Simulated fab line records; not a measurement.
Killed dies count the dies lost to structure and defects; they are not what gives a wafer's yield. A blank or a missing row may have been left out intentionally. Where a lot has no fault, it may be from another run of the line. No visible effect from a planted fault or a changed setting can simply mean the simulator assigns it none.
Problem report in the 8D (eight disciplines) form, filled by code || flow sky130 || the parts of the form that need people (team, actions taken, sign-off) are left out

## 1. WHAT WENT WRONG
POLY_GATE_CVD_00_THK at SKY_POLY_GATE_THK_MEAS_01 reads a mean of 190.0 nm on 9 wafers of 3 lots; wafers without a fault read 180.2 nm with a standard deviation of 1.7. That is +5.7 standard deviations from the usual mean.
First observed at day 17 23:00: wafer L725.1, on film-metro-02. The record has a number at this step for 39 wafers belonging to 13 lots. Rule for "out", or "out of limits": more than 4 standard deviations from the usual mean. The other wafers with a number count as sound.

## 2. WHAT IT IS AND WHAT IT IS NOT
{"question": "which readings at this step", "is": "POLY_GATE_CVD_00_THK", "is not": "-"}
{"question": "which lots", "is": "L725, L726, L727", "is not": "L714, L715, L716, L718, L722, L723, L724, L735, L736, L737"}
{"question": "which wafers of those lots", "is": "all that have a number", "is not": "-"}
{"question": "read on which gauges", "is": "film-metro-02", "is not": "film-metro-01, film-metro-04"}
{"question": "when", "is": "from day 17 23:00", "is not": "up to then (21 sound wafers); but 9 sound wafers of L735, L736, L737 came after"}

## 3. WHAT RULES OUT EACH SUSPECT
Counting: a tool stays on the suspect list if, at a process step up to the reading, it processed all lots that are out and no sound lot following the first of them.
- the gauge at SKY_POLY_GATE_THK_MEAS_01: kept. All the wafers that are out were read on film-metro-02, and no step on other tools shows them out.
- lpcvd-01 at SKY_POLY_GATE_CVD_00 (deposits poly-Si, target thk 180 nm, time 720 s): ruled out as a lasting fault. Sound lots L735, L736, L737 ran on it after its first lot that is out, L725 (day 17 21:48).
Left after counting: film-metro-02 at SKY_POLY_GATE_THK_MEAS_01.

## 4. THE CAUSE (what the simulator had put in)
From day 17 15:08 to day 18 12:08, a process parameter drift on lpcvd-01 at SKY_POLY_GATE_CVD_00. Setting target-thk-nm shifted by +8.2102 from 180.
Counting ruled it out, wrongly: the rule takes a fault to strike every lot that its tool runs from its start on, and this one did not.

## 5. THE EFFECT CHAIN, in route order
Each row: a reading where the mean over the struck wafers with a number is more than 3 standard deviations away from the usual. Only readings for which the record gives a usual standard deviation are gone through. hours: the time from each lot's start at the first step in this table that gives one to its start at this step, as a median over the lots. sigmas: the change in usual standard deviations.
{"hours": 0, "step": "SKY_POLY_GATE_THK_MEAS_01", "reading": "POLY_GATE_CVD_00_THK", "usual": "180.2 nm", "on struck wafers": 190.0, "change": "+9.8", "sigmas": "+5.7"}
Later steps that measure or inspect, where all struck wafers having a row at the step show a number for every such reading and not one has moved that far: SKY_LOCAL_INTERCONNECT_OVL_MEAS_12.

## 6. WHAT WOULD HAVE CAUGHT IT SOONER
Counted from the fault's start at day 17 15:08, it took 8 hours until the first out-of-limits reading at a measuring or inspecting step in this record, taken at day 17 23:00.
